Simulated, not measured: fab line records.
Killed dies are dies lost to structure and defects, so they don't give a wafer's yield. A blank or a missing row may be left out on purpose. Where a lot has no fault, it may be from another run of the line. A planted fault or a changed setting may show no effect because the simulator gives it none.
fab line records	flow sky130
[record] lots = 6	wafers = 18	lastDay = 50
route steps=708 shown METAL3@561 VIA3@573 PAD_OPEN@708
lots untouched by any fault: they come from a run of this same line in which no faults occurred
startH: hours from the record's opening day to when the first of the lot's shown wafers began	waitH: hours elapsed since this lot's preceding step	" as in the row above	L1.1+2: one row covering several wafers at once	- value missing, or start not given	* or withheld: withheld	< > ~ a bound
route shown NAME@n: names a module that has steps shown in the file, with the first one's number in the route	usual: average and standard deviation across the fault-free wafers	same: alike in all rows	chamber/n: place in a boat	sites: readings site by site	_std_site: standard deviation of those values	_edge_site: mean of outer sites minus mean of inner sites	radiusMm: how far each site lies from the wafer's centre	mask NAME#n: copy n	behind: tool/chamber where the wafer was last shaped	hold: reason for holding the lot/hours on hold/outcome of the hold	device: whichever transistor did not switch (one of n, p or np)	end of line: the route-end tests of the same wafers	where a step has no rows: the recipe by itself	killed: count of dies lost to structure and defects at first sort (not the wafer's yield)	map: a wafer's dies, x killed, . not, _ none there
set.NAME: setting as actually run; set.NAME@STEP: the setting as run at that earlier step	model.NAME: the simulator's own value behind a step, which no gauge read
a table for each step, a row for each wafer; lots at some steps of the route
services: a tool's chamber out of use, with start hour (startH, from the record's first day; less than 0 if before it), hours out, and reason
[[steps]]
[step SKY_METAL3_PEB_11]
[recipe] pebTempC = withheld	pebTimeS = withheld	resist = KrF-thick
[step SKY_METAL3_DEVELOP_12]
[recipe] developTimeS = 60	resist = KrF-thick	devTempC = 21
[step SKY_METAL3_CD_MEAS_13]
[recipe] targetCdNm = 300
[usual] cdNm = 299.7/1.4
lot.wafer	tool	chamber	startH	waitH	cdNm
L573.1	cdSem-01	-	908.88	-	300.5
L573.3	"	-	"	"	299.3
L573.6	"	-	"	"	298.5
L585.2	cdSem-01	-	1001.75	-	301.3
L585.3	"	-	"	"	301.4
L585.4	"	-	"	"	302.3
L586.1	cdSem-02	-	1004.35	-	298.7
L586.3	"	-	"	"	299.6
L586.6	"	-	"	"	299.9
L590.2	cdSem-02	-	1031.75	-	301.5
L590.3	"	-	"	"	300.1
L590.5	"	-	"	"	301.6
L591.1	cdSem-01	-	1041.40	-	300.1
L591.4	"	-	"	"	299.7
L591.6	"	-	"	"	298.6
L592.1	cdSem-02	-	1042.10	-	298.4
L592.3	"	-	"	"	296.9
L592.4	"	-	"	"	297.4
[step SKY_METAL3_OVL_MEAS_14]
[usual] METAL3_OVL = 3/5.1
lot.wafer	tool	chamber	startH	waitH	METAL3_OVL[nm]
L573.1	overlay-01	-	909.00	0.1	-6
L573.3	"	-	"	"	-3
L573.6	"	-	"	"	3
L585.2	overlay-01	-	1001.86	0.1	5
L585.3	"	-	"	"	8
L585.4	"	-	"	"	2
L586.1	overlay-01	-	1004.47	0.1	13
L586.3	"	-	"	"	-1
L586.6	"	-	"	"	4
L590.2	overlay-01	-	1031.85	0.1	13
L590.3	"	-	"	"	9
L590.5	"	-	"	"	6
L591.1	overlay-02	-	1041.52	0.1	2
L591.4	"	-	"	"	1
L591.6	"	-	"	"	3
L592.1	overlay-02	-	1042.22	0.1	3
L592.3	"	-	"	"	-10
L592.4	"	-	"	"	1
[step SKY_METAL3_DESCUM_15]
[recipe] chemistry = O2	sourcePowerW = 150	biasPowerW = 0	pressureMtorr = 10	tempC = 40	timeS = 8
[step SKY_METAL3_ETCH_16]
[recipe] chemistry = N2/H2	target = BARC	ionEnergyEv = 200	biasW = 100	pressureMtorr = 30	n2FlowSccm = 100	h2FlowSccm = 200	icpW = 500	stopOn = SiO2	timeS = 88.2	targetDepthA = 600
[usual] drypumpMotorCurrentA = 5.7/0.3	oesProductAu = 0.626/0.0046	rfFwdPowerW = 497.0/1.7	throttleValvePct = 13.206/0.0095
lot.wafer	tool	chamber	startH	waitH	drypumpMotorCurrentA	oesProductAu	rfFwdPowerW	rfHoursCounterH	throttleValvePct
L573.1	rieMetal-04	1	909.07	0.0	6.4	0.635	496.8	2	13.198
L573.3	"	1	"	"	6.5	0.626	496.1	-	13.187
L573.6	"	1	"	"	6.5	0.630	495.8	-	13.213
L585.2	rieMetal-01	1	1001.92	0.0	5.5	0.622	499.6	17	13.207
L585.3	"	1	"	"	5.5	0.622	497.5	-	13.205
L585.4	"	0	"	"	5.7	0.622	497.0	-	13.203
L586.1	rieMetal-01	0	1004.54	0.0	5.7	0.622	498.1	22	13.206
L586.3	"	1	"	"	5.5	0.629	498.4	-	13.202
L586.6	"	0	"	"	5.7	0.626	497.4	-	13.211
L590.2	rieMetal-02	1	1031.91	0.0	5.8	0.631	497.8	19	13.192
L590.3	"	1	"	"	5.9	0.630	498.7	-	13.204
L590.5	"	1	"	"	5.9	0.633	497.9	-	13.211
L591.1	rieMetal-01	1	1041.62	0.1	5.5	0.626	498.1	18	13.205
L591.4	"	1	"	"	5.4	0.631	497.8	-	13.197
L591.6	"	1	"	"	5.4	0.626	498.7	-	13.208
L592.1	rieMetal-02	1	1042.29	0.0	5.8	0.626	496.8	20	13.207
L592.3	"	0	"	"	5.5	0.628	498.2	-	13.215
L592.4	"	1	"	"	5.8	0.631	495.4	-	13.208
[step SKY_METAL3_ETCH_17]
[recipe] target = SiO2	stopOn = TiN	chemistry = C4F8/O2/Ar	sourceW = 1500	biasW = 1200	pressureMtorr = 40	c4f8FlowSccm = withheld	O2_flow_sccm = 6	Ar_flow_sccm = 300	timeS = 3.9	targetDepthA = 150
[usual] oesProductAu = 0.755/0.0067	rfFwdPowerW = 1468/8.5
lot.wafer	tool	chamber	startH	waitH	oesProductAu	rfFwdPowerW	rfHoursCounterH
L573.1	rieDiel-04	1	909.17	0.1	0.753	1465	4
L573.3	"	2	"	"	0.734	1466	1
L573.6	"	0	"	"	0.761	1454	-
L585.2	rieDiel-04	3	1002.02	0.1	0.752	1464	11
L585.3	"	0	"	"	0.764	1453	9
L585.4	"	1	"	"	0.766	1466	-
L586.1	rieDiel-02	0	1004.64	0.1	0.748	1482	8
L586.3	"	3	"	"	0.755	1470	14
L586.6	"	2	"	"	0.750	1462	-
L590.2	rieDiel-02	2	1032.01	0.1	0.747	1472	19
L590.3	"	1	"	"	0.750	1465	18
L590.5	"	0	"	"	0.754	1481	-
L591.1	rieDiel-02	2	1041.82	0.2	0.754	1461	20
L591.4	"	0	"	"	0.762	1475	9
L591.6	"	1	"	"	0.760	1467	-
L592.1	rieDiel-01	2	1042.39	0.1	0.741	1486	24
L592.3	"	0	"	"	0.746	1470	0
L592.4	"	2	"	"	0.762	1487	-
[step SKY_METAL3_METAL_ETCH_18]
[recipe] targetDepthA = 8450	stopOn = SiO2	overEtchFrac = 0.3	timeS = 183.1	chemistry = Cl2/BCl3	resistSidewallDeg = 88	pressureMtorr = 10	icpW = 900	biasW = 48.5	Cl2_flow_sccm = 60	bcl3FlowSccm = 30
[usual] drypumpMotorCurrentA = 5.7/0.35	oesProductAu = 0.863/0.0064	rfFwdPowerW = 897.2/2.9	throttleValvePct = 22.264/0.0097
lot.wafer	tool	chamber	startH	waitH	drypumpMotorCurrentA	oesProductAu	rfFwdPowerW	rfHoursCounterH	throttleValvePct
L573.1	rieMetal-01	0	909.19	0.0	5.7	0.867	901.0	16	22.258
L573.3	"	0	"	"	5.7	0.868	897.5	-	22.271
L573.6	"	0	"	"	5.7	0.873	899.3	-	22.258
L585.2	rieMetal-02	1	1002.04	0.0	5.8	0.860	897.9	17	22.255
L585.3	"	1	"	"	5.8	0.863	895.2	-	22.246
L585.4	"	0	"	"	5.4	0.865	896.9	-	22.262
L586.1	rieMetal-02	1	1004.66	0.0	5.8	0.846	895.0	17	22.252
L586.3	"	0	"	"	5.4	0.863	898.9	-	22.271
L586.6	"	0	"	"	5.5	0.855	900.5	-	22.279
L590.2	rieMetal-01	0	1032.09	0.1	5.7	0.858	898.8	-	22.261
L590.3	"	0	"	"	5.7	0.853	897.1	-	22.266
L590.5	"	0	"	"	5.7	0.854	894.6	-	22.249
L591.1	rieMetal-04	1	1041.84	0.0	6.5	0.855	900.3	8	22.263
L591.4	"	0	"	"	5.5	0.857	895.5	-	22.270
L591.6	"	0	"	"	5.5	0.860	893.7	-	22.243
L592.1	rieMetal-01	1	1042.41	0.0	5.5	0.872	899.7	18	22.262
L592.3	"	1	"	"	5.4	0.876	902.9	-	22.259
L592.4	"	1	"	"	5.5	0.863	896.2	-	22.262
[step SKY_METAL3_STRIP_19]
[recipe] chemistry = O2/N2	powerW = 1400	pressureMtorr = 1500	platenTempC = withheld	o2FlowSccm = 3000	n2FlowSccm = 300	overashFraction = 0.5
[usual] drypumpMotorCurrentA = 5.8/0.34	o2FlowSccm = 2997/8.7	oesProductAu = 0.501/0.0061	stripTimeToEndpointS = 6.50/0.067
lot.wafer	tool	chamber	startH	waitH	drypumpMotorCurrentA	o2FlowSccm	oesProductAu	rfHoursCounterH	stripTimeToEndpointS
L573.1	plasmaAsher-04	0	909.37	0.1	5.7	2992	0.499	16	6.54
L573.3	"	0	"	"	5.7	2990	0.512	-	6.48
L573.6	"	0	"	"	5.7	2994	0.501	-	6.50
L585.2	plasmaAsher-04	0	1002.22	0.1	5.7	2998	0.494	27	6.48
L585.3	"	1	"	"	6.1	2994	0.492	-	6.47
L585.4	"	0	"	"	5.7	3005	0.502	-	6.68
L586.1	plasmaAsher-04	0	1004.84	0.1	5.6	3005	0.495	27	6.42
L586.3	"	1	"	"	6.1	2985	0.505	-	6.60
L586.6	"	1	"	"	6.1	2999	0.505	-	6.56
L590.2	plasmaAsher-04	1	1032.39	0.2	6.1	2995	0.498	30	6.46
L590.3	"	1	"	"	6.1	3005	0.493	-	6.46
L590.5	"	0	"	"	5.7	2995	0.502	-	6.46
L591.1	plasmaAsher-03	0	1042.02	0.1	5.9	3013	0.505	86	6.52
L591.4	"	0	"	"	5.9	3010	0.502	-	6.48
L591.6	"	1	"	"	5.3	2989	0.507	-	6.45
L592.1	plasmaAsher-01	0	1042.76	0.3	5.5	3002	0.503	124	6.48
L592.3	"	0	"	"	5.4	2997	0.499	-	6.43
L592.4	"	1	"	"	6.3	2981	0.498	-	6.46
[step SKY_METAL3_STRIP_20]
[recipe] chemistry = postEtchResidueRemover	timeS = 1200	tempC = 72.5
[step SKY_METAL3_CLEAN_21]
[recipe] chemistry = IPA	timeS = 180	tempC = 25
[step SKY_METAL3_CLEAN_22]
[recipe] chemistry = O3/DIW	dry = n2Spin
[step SKY_VIA3_HDPCVD_00]
[recipe] material = SiO2	targetThkNm = 1635	sigmaOpenFrac = 0.3	timeS = 272.5	tempC = 400	sih4FlowSccm = 60	pressureMtorr = 6
[usual] runLengthS = 300.5/0.61
lot.wafer	tool	chamber	startH	waitH	runLengthS	model.SiO2_of_VIA3_HDPCVD_00.thkNm
L573.1	hdpcvd-02	2	909.96	0.0	300.5	1652
L573.3	"	1	"	"	300.8	1639
L573.6	"	2	"	"	300.5	1660
L585.2	hdpcvd-02	1	1002.92	0.0	239.0	1279
L585.3	"	2	"	"	238.4	1250
L585.4	"	2	"	"	238.7	1243
L586.1	hdpcvd-02	2	1005.46	0.0	237.8	1249
L586.3	"	0	"	"	238.4	1278
L586.6	"	1	"	"	238.4	1266
L590.2	hdpcvd-01	2	1033.01	0.0	301.2	1637
L590.3	"	1	"	"	299.7	1665
L590.5	"	1	"	"	299.8	1671
L591.1	hdpcvd-01	0	1042.61	0.0	299.4	1660
L591.4	"	0	"	"	299.5	1663
L591.6	"	1	"	"	299.7	1648
L592.1	hdpcvd-01	0	1043.40	0.0	299.2	1640
L592.3	"	2	"	"	300.6	1639
L592.4	"	0	"	"	299.6	1673
[step SKY_VIA3_THK_MEAS_01]
[recipe] reads = SiO2_of_VIA3_HDPCVD_00
[usual] VIA3_HDPCVD_THK = 1638/21
lot.wafer	tool	chamber	startH	waitH	VIA3_HDPCVD_THK[nm]
L573.1	filmMetro-04	-	910.13	0.1	1651
L573.3	"	-	"	"	1639
L573.6	"	-	"	"	1660
L585.2	filmMetro-01	-	1003.09	0.1	1280
L585.3	"	-	"	"	1249
L585.4	"	-	"	"	1243
L586.1	filmMetro-01	-	1005.63	0.1	1249
L586.3	"	-	"	"	1279
L586.6	"	-	"	"	1266
L590.2	filmMetro-03	-	1033.19	0.1	1638
L590.3	"	-	"	"	1665
L590.5	"	-	"	"	1669
L591.1	filmMetro-01	-	1042.78	0.1	1660
L591.4	"	-	"	"	1663
L591.6	"	-	"	"	1649
L592.1	filmMetro-04	-	1043.57	0.1	1640
L592.3	"	-	"	"	1639
L592.4	"	-	"	"	1673
[step SKY_VIA3_CMP_02]
[recipe] material = SiO2	downForcePsi = 4	platenRpm = 60	padVelocityMS = 0.94248
[usual] motorCurrentA = 11.9/1.5
lot.wafer	tool	chamber	startH	waitH	motorCurrentA
L573.3	cmp-01	2	910.19	0.0	11.6
L573.1	"	0	"	"	9.7
L573.6	"	2	"	"	12.0
L585.2	cmp-01	2	1003.14	0.0	11.5
L585.4	"	3	"	"	10.9
L585.3	"	0	"	"	10.2
L586.3	cmp-01	1	1005.69	0.0	14.0
L586.1	"	2	"	"	11.8
L586.6	"	2	"	"	12.1
L590.2	cmp-02	0	1033.24	0.0	12.7
L590.3	"	1	"	"	10.0
L590.5	"	1	"	"	9.9
L591.1	cmp-01	1	1042.84	0.1	14.9
L591.4	"	0	"	"	10.3
L591.6	"	2	"	"	12.2
L592.4	cmp-01	0	1043.63	0.0	10.3
L592.1	"	1	"	"	14.9
L592.3	"	2	"	"	11.8
[step SKY_PAD_OPEN_PROBE_99]
[usual] defectLimitedYield = 82.8/1.8	killed_at_M0_to_M3 = 43/6.3	killed_at_M4_up = 3.1/1.9	killedAtContacts = 24/5.1	killedAtFrontEnd = 14/4.3	killedAtOther = 0.3/0.53	killedDies = 85/8.8	killedOpen = 46/7.1	killedShort = 38/5.9	sort_bin_3_pad_short = 0.8/0.41	sort_bin_5_function = 10.4/1.5	sort_bin_6_memory = 6.1/1.1	sortNPass = 407/8.8	sortYieldPct = 82.8/1.8
[same] grossDies = 492	killedAtBackSide = 0	sort_bin_4_leakage[%] = 0	sort_bin_8_speed[%] = 0
lot.wafer	tool	chamber	startH	waitH	defectLimitedYield[%]	killed_at_M0_to_M3	killed_at_M4_up	killedAtContacts	killedAtFrontEnd	killedAtOther	killedDies	killedOpen	killedShort	sort_bin_3_pad_short[%]	sort_bin_5_function[%]	sort_bin_6_memory[%]	sortNPass	sortYieldPct[%]	model.etest.met4Comb.leakLog10AUm
L573.1	prober-01	-	1082.77	0.1	81.5	49	8	25	9	0	91	59	32	0.6	11.2	6.7	401	81.5	-11.85
L573.3	prober-01	-	1082.87	0.2	85.0	32	5	21	16	0	74	41	33	0.8	9.8	4.5	418	85.0	-11.93
L573.6	prober-01	-	1083.02	0.2	85.2	42	4	22	5	0	73	44	29	1.0	8.3	5.5	419	85.2	-12.22
L585.2	prober-01	-	1157.05	0.1	85.4	33	2	23	13	1	72	38	33	0.4	8.9	5.3	420	85.4	-11.9
L585.3	prober-01	-	1157.10	0.2	82.3	43	4	28	12	0	87	51	36	1.0	9.8	6.9	405	82.3	-11.17
L585.4	prober-01	-	1157.15	0.2	83.9	38	1	25	14	1	79	48	31	0.8	10.2	5.1	413	83.9	-11.63
L586.1	prober-02	-	1157.28	0.1	85.2	40	4	21	8	0	73	37	36	0.8	6.9	7.1	419	85.2	-11.72
L586.3	prober-02	-	1157.38	0.2	83.7	44	1	18	16	1	80	32	48	0.4	8.7	7.1	412	83.7	-11.99
L586.6	prober-02	-	1157.53	0.2	87.2	44	0	12	7	0	63	42	21	0.2	6.7	5.9	429	87.2	-12.12
L590.2	prober-02	-	1180.84	0.1	82.5	43	0	26	17	0	86	41	45	1.8	10.0	5.7	406	82.5	-12
L590.3	prober-02	-	1180.89	0.2	85.8	31	3	19	17	0	70	35	35	1.0	8.3	4.9	422	85.8	-12.04
L590.5	prober-02	-	1180.99	0.2	81.5	48	2	26	15	0	91	56	35	0.2	12.0	6.3	401	81.5	-12.05
L591.1	prober-01	-	1186.40	0.1	82.5	36	5	26	19	0	86	47	39	0.8	10.6	6.1	406	82.5	-12.07
L591.4	prober-01	-	1186.55	0.2	82.5	33	1	35	17	0	86	53	32	0.6	8.7	8.1	406	82.5	-11.97
L591.6	prober-01	-	1186.65	0.2	85.6	33	2	20	16	0	71	38	33	1.6	7.5	5.3	421	85.6	-11.94
L592.1	prober-02	-	1187.90	0.1	81.9	41	4	31	13	0	89	40	49	1.0	11.2	5.9	403	81.9	-11.85
L592.3	prober-02	-	1188.00	0.2	80.9	52	2	30	10	0	94	47	46	1.4	8.7	8.9	398	80.9	-11.98
L592.4	prober-02	-	1188.05	0.2	81.9	50	3	21	14	1	89	54	34	0.6	11.2	6.3	403	81.9	-11.89
// killed by level:class
L573.1 CONTACT:geometricParticle:open=14 VIA1:geometricParticle:open=12 VIA3:geometricParticle:open=8 VIA2:geometricParticle:open=7 METAL4:geometricParticle:short=6 LI_CONTACT:geometricParticle:open=5 VIA2:geometricParticle:short=5 VIA1:geometricParticle:short=4
L573.3 CONTACT:geometricParticle:open=9 VIA1:geometricParticle:open=8 FIELD_ISO:geometricParticle:open=7 VIA3:geometricParticle:open=5 VIA3:geometricParticle:short=5 METAL2:geometricParticle:short=4 LI_CONTACT:geometricParticle:short=4 POLY_GATE:geometricParticle:open=3
L573.6 VIA1:geometricParticle:open=14 CONTACT:geometricParticle:open=9 VIA3:geometricParticle:open=7 LI_CONTACT:geometricParticle:open=6 VIA2:geometricParticle:open=4 CONTACT:geometricParticle:short=4 VIA1:geometricParticle:short=4 METAL2:geometricParticle:short=4
L585.2 LOCAL_INTERCONNECT:geometricParticle:short=8 VIA1:geometricParticle:open=6 VIA3:geometricParticle:open=6 CONTACT:geometricParticle:open=6 METAL1:geometricParticle:short=6 LI_CONTACT:geometricParticle:open=5 VIA2:geometricParticle:open=5 FIELD_ISO:geometricParticle:short=3
L585.3 VIA1:geometricParticle:open=13 LI_CONTACT:geometricParticle:open=10 CONTACT:geometricParticle:open=9 VIA3:geometricParticle:open=8 VIA3:geometricParticle:short=5 METAL1:geometricParticle:short=4 METAL4:geometricParticle:short=4 VIA1:geometricParticle:short=4
L585.4 VIA1:geometricParticle:open=9 CONTACT:geometricParticle:open=9 LI_CONTACT:geometricParticle:open=8 VIA3:geometricParticle:open=6 FIELD_ISO:geometricParticle:open=5 LOCAL_INTERCONNECT:geometricParticle:short=5 POLY_GATE:geometricParticle:short=4 VIA2:geometricParticle:short=4
L586.1 CONTACT:geometricParticle:open=9 VIA1:geometricParticle:open=7 VIA3:geometricParticle:open=6 VIA1:geometricParticle:short=6 LI_CONTACT:geometricParticle:open=5 CONTACT:geometricParticle:short=5 METAL1:geometricParticle:short=5 VIA2:geometricParticle:open=5
L586.3 VIA1:geometricParticle:short=7 FIELD_ISO:geometricParticle:short=6 FIELD_ISO:geometricParticle:open=5 LI_CONTACT:geometricParticle:open=5 METAL1:geometricParticle:short=5 VIA1:geometricParticle:open=5 VIA2:geometricParticle:short=5 VIA2:geometricParticle:open=5
L586.6 VIA3:geometricParticle:open=10 VIA2:geometricParticle:open=9 VIA1:geometricParticle:open=6 CONTACT:geometricParticle:open=5 VIA1:geometricParticle:short=5 VIA3:geometricParticle:short=4 POLY_GATE:geometricParticle:open=3 LI_CONTACT:geometricParticle:open=3
L590.2 METAL1:geometricParticle:short=12 CONTACT:geometricParticle:open=10 FIELD_ISO:geometricParticle:short=8 LOCAL_INTERCONNECT:geometricParticle:short=6 VIA1:geometricParticle:open=6 VIA2:geometricParticle:open=6 LI_CONTACT:geometricParticle:open=5 VIA2:geometricParticle:short=5
L590.3 CONTACT:geometricParticle:short=8 VIA1:geometricParticle:open=7 CONTACT:geometricParticle:open=7 FIELD_ISO:geometricParticle:open=6 VIA3:geometricParticle:open=5 FIELD_ISO:geometricParticle:short=4 METAL1:geometricParticle:short=4 POLY_GATE:geometricParticle:short=3
L590.5 VIA1:geometricParticle:open=12 CONTACT:geometricParticle:open=11 VIA2:geometricParticle:open=9 VIA3:geometricParticle:open=7 VIA2:geometricParticle:short=6 FIELD_ISO:geometricParticle:open=4 LI_CONTACT:geometricParticle:short=4 LI_CONTACT:geometricParticle:open=4
L591.1 CONTACT:geometricParticle:open=10 VIA1:geometricParticle:open=9 FIELD_ISO:geometricParticle:short=6 FIELD_ISO:geometricParticle:open=6 CONTACT:geometricParticle:short=6 VIA3:geometricParticle:open=6 METAL1:geometricParticle:short=5 METAL2:geometricParticle:short=5
L591.4 CONTACT:geometricParticle:open=12 CONTACT:geometricParticle:short=8 VIA1:geometricParticle:open=8 POLY_GATE:geometricParticle:open=7 FIELD_ISO:geometricParticle:open=6 LI_CONTACT:geometricParticle:short=5 VIA3:geometricParticle:open=5 LI_CONTACT:geometricParticle:open=4
L591.6 CONTACT:geometricParticle:open=6 VIA1:geometricParticle:open=6 VIA3:geometricParticle:open=5 FIELD_ISO:geometricParticle:open=4 POLY_GATE:geometricParticle:open=4 POLY_GATE:geometricParticle:short=4 LI_CONTACT:geometricParticle:open=4 LI_CONTACT:geometricParticle:short=4
L592.1 CONTACT:geometricParticle:open=12 METAL1:geometricParticle:short=9 CONTACT:geometricParticle:short=7 LI_CONTACT:geometricParticle:open=6 VIA3:geometricParticle:short=5 POLY_GATE:geometricParticle:short=4 LOCAL_INTERCONNECT:geometricParticle:short=4 VIA1:geometricParticle:short=4
L592.3 CONTACT:geometricParticle:open=10 METAL1:geometricParticle:short=10 VIA1:geometricParticle:open=10 LI_CONTACT:geometricParticle:open=7 METAL2:geometricParticle:short=6 VIA3:geometricParticle:open=6 LI_CONTACT:geometricParticle:short=5 LOCAL_INTERCONNECT:geometricParticle:short=5
L592.4 CONTACT:geometricParticle:open=9 METAL2:geometricParticle:short=9 VIA2:geometricParticle:open=8 VIA3:geometricParticle:open=8 LI_CONTACT:geometricParticle:open=7 VIA1:geometricParticle:open=7 FIELD_ISO:geometricParticle:open=6 VIA2:geometricParticle:short=5
[[services]]
tool	chamber	startH	hours	kind
hdpcvd-02	2	895.21	5.1	repair
hdpcvd-02	-	896.39	0.6	repair
rieDiel-04	3	898.14	1.9	repair
plasmaAsher-03	-	907.12	14.6	pm
rieDiel-02	1	907.24	4.4	repair
cmp-01	-	912.11	4.0	pm
hdpcvd-01	1	914.88	11.4	repair
plasmaAsher-01	-	917.81	11.4	repair
plasmaAsher-03	-	922.11	4.3	repair
cmp-02	-	936.03	0.7	repair
hdpcvd-02	-	950.25	15.0	pm
plasmaAsher-03	-	950.70	0.7	repair
plasmaAsher-04	-	953.76	2.8	pm
rieDiel-04	0	956.46	6.5	repair
rieDiel-04	2	961.79	48.2	repair
rieDiel-04	1	975.80	12.0	repair
rieMetal-04	-	992.34	14.6	pm
rieDiel-02	-	1001.26	2.8	pm
hdpcvd-01	1	1012.48	8.9	repair
rieDiel-04	2	1013.74	34.3	repair
rieMetal-01	1	1014.26	18.6	repair
hdpcvd-02	-	1021.71	0.3	repair
rieMetal-01	-	1034.88	1.8	repair
rieDiel-04	-	1035.13	28.1	pm
[[key]]
[firstSign] step = SKY_VIA3_HDPCVD_00	reading = runLengthS	direction = down	sigmas = 99+	usual = *	struck = *
[effect] step = SKY_VIA3_THK_MEAS_01	reading = VIA3_HDPCVD_THK	direction = down	sigmas = 18	usual = 1638	struck = 1261
[modelEffect] step = SKY_VIA3_HDPCVD_00	value = SiO2_of_VIA3_HDPCVD_00.thkNm	without = 1635	struck = 1261
[modelEffect] step = SKY_PAD_OPEN_PROBE_99	value = etest.met4Comb.leakLog10AUm	without = -12	struck = -11.76
metAt SKY_VIA3_HDPCVD_00
struckWafers L585.2,L585.3,L585.4,L586.1,L586.3,L586.6
onsetBetween 909.96 1002.92
[fault] kind = processParameterDrift	tool = hdpcvd-02	chamber = -	onsetH = 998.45	steps = SKY_VIA3_HDPCVD_00	channel = timeS	offset = *	shape = step	endH = 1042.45	actsIn = *	stated = *
